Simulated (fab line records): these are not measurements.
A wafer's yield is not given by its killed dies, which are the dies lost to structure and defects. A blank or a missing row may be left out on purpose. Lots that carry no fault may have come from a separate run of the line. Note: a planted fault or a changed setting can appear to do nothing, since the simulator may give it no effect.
A struck lot beside a sound one    flow sky130    15 out of 708 route steps
Sound: the wafers L576.1, L576.3, L576.4. Wafers L566.1, L566.5, L566.6 were the ones struck. The cause comes at the end.
Each step with rows lists, per side, the tool, then ch with its chambers, then its first start. Under that, the readings that differ: sound wafers    struck wafers    difference of the means    sigmas: that difference in standard deviations of wafers without a fault.
alike: words and numbers the same on both sides, and readings whose means are apart by under 2 such deviations; not compared: readings that were withheld, readings missing a value for some wafer, numbers with overlapping values and no deviation given by the record, and bounds like >300 which may hide the same value.
The two part at a step that has a row with sigmas, a row that says differs or no value, or rows on one side only. Numbers that don't overlap but have no deviation are shown without sigmas and don't part them. A reading missing from all wafers of one side parts the sides only when that side holds two or more wafers.

SKY_LDD_HVN_OVL_MEAS_07:
  sound on overlay-02, day 24 22:38; struck on overlay-02, day 21 00:59
reading           sound        struck          difference  sigmas
LDD_HVN_OVL (nm)  1.3 3.5 1.9  -0.4 -2.5 -2.4  -4.0        -3
following that, these wafers have no rows for 1 step: SKY_LDD_HVN_IMPLANT_08.
SKY_LDD_HVN_STRIP_09: strips in O2/N2.
  sound on plasma_asher-02 ch 0,1, day 24 22:49; struck on plasma_asher-03 ch 0,1, day 21 01:10
  alike: drypump_motor_current_A, oes_product_au, strip_time_to_endpoint_s
  not compared: rf_hours_counter_h
SKY_LDD_HVN_TW_MEAS_10:
  sound on film_metro-03, day 24 22:55; struck on film_metro-03, day 21 01:16
  alike: LDD_HVN_TW
then, 7 steps without rows for these wafers: SKY_LDD_HVP_DEHYDRATE_00 (time 60 s); SKY_LDD_HVP_HMDS_01 (prime time 60 s); SKY_LDD_HVP_COAT_02 (resist thk 300 nm); SKY_LDD_HVP_SOFTBAKE_03 (time 60 s); SKY_LDD_HVP_EXPOSE_04 (exposes mask HVPTM, target cd 700 nm); SKY_LDD_HVP_PEB_05; SKY_LDD_HVP_DEVELOP_06 (develop time 60 s).
SKY_LDD_HVP_OVL_MEAS_07:
  sound on overlay-02, day 26 03:31; struck on overlay-01, day 22 06:58
  alike: LDD_HVP_OVL
SKY_LDD_HVP_IMPLANT_08:
  sound on implanter-02 ch 0, day 26 03:34; struck on implanter-02, day 22 07:01
  no value came back on the struck wafers for beam_energy_keV, beam_on_s (s), tilt_deg (degrees); on the sound wafers beam_energy_keV reads 19.995 19.995 19.999
SKY_LDD_HVP_STRIP_09: strips in O2/N2.
  sound on plasma_asher-01 ch 0,1, day 26 03:43; struck on plasma_asher-03 ch 0,1, day 22 07:10
  alike: drypump_motor_current_A, oes_product_au, strip_time_to_endpoint_s
  not compared: rf_hours_counter_h
SKY_LDD_HVP_TW_MEAS_10:
  sound on film_metro-01, day 26 03:49; struck on film_metro-03, day 22 07:16
reading     sound              struck          difference  sigmas
LDD_HVP_TW  452.7 458.3 457.9  29.9 30.1 30.0  -426.3      -99 or more

WHERE THEY PART
First at SKY_LDD_HVN_OVL_MEAS_07; last, within this record, at SKY_LDD_HVP_TW_MEAS_10.

WHY: what the simulator had put in
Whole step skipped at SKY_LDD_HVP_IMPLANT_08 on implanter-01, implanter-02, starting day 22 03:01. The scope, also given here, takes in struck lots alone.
